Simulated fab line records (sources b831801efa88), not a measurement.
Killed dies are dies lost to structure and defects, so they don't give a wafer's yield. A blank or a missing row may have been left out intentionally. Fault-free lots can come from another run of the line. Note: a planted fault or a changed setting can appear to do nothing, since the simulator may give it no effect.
Chamber matching -- flow gf180mcu -- GF_V3_ETCH_16 on rieDiel-02 has 4 sister chambers
The step etches BARC in N2/H2. 14 wafers are shown with their chamber, then 7 later ones without.

## WAFERS WITH THEIR CHAMBER
wafer,chamber,drypumpMotorCurrentA (A),throttleValvePct (%),oesProductAu (a.u.)
L077.1,3,4.9,13.233,0.847
L077.3,2,5.4,13.230,0.856
L077.5,3,4.9,13.221,0.840
L079.1,0,5.5,13.223,0.855
L079.3,3,5.0,13.221,0.858
L079.6,3,4.9,13.222,0.853
L083.2,3,4.9,13.240,0.858
L083.3,0,5.5,13.226,0.863
L083.6,0,5.5,13.232,0.856
L089.3,1,5.7,13.228,0.856
L089.4,2,5.4,13.210,0.855
L089.6,2,5.4,13.220,0.845
L091.3,0,5.5,13.234,0.850
L091.5,0,5.4,13.232,0.854

SIGNATURES (means of the wafers above)
reading,chamber 0,chamber 1,chamber 2,chamber 3,scatter within a chamber
drypumpMotorCurrentA,5.480,5.700,5.400,4.920,0.04
throttleValvePct,13.22940,13.22800,13.22000,13.22740,0.00767
oesProductAu,0.85560,0.85600,0.85200,0.85120,0.00634
Rule: a wafer lies at a distance from a chamber equal to the root of the sum of squares, over the readings, of (its reading less the chamber's mean, divided by the reading's scatter). The wafer belongs to the nearest chamber; if the next one is less than 2 further off, it can't be placed. The scatter: the root of (the sum of the squares of (reading less its chamber's mean) over the shown wafers, divided by (wafers less chambers)).

## WAFERS WITHOUT THEIR CHAMBER
wafer,drypumpMotorCurrentA (A),throttleValvePct (%),oesProductAu (a.u.)
L091.6,5.6,13.217,0.857
L092.3,5.7,13.212,0.857
L092.4,5.7,13.221,0.856
L092.6,5.5,13.217,0.858
L094.1,5.5,13.232,0.856
L094.2,5.4,13.223,0.842
L094.4,4.9,13.216,0.850

## WHICH CHAMBER EACH ONE RAN IN
wafer,from the rows above,in truth
L091.6,can't be placed: 1 or 0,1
L092.3,1,1
L092.4,1,1
L092.6,can't be placed: 0 or 2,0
L094.1,0,0
L094.2,can't be placed: 2 or 0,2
L094.4,3,3
Correctly placed: 4 of 7. Not placeable from these rows: 3 (in 3, the candidates include the true chamber). 0 placed wrongly.
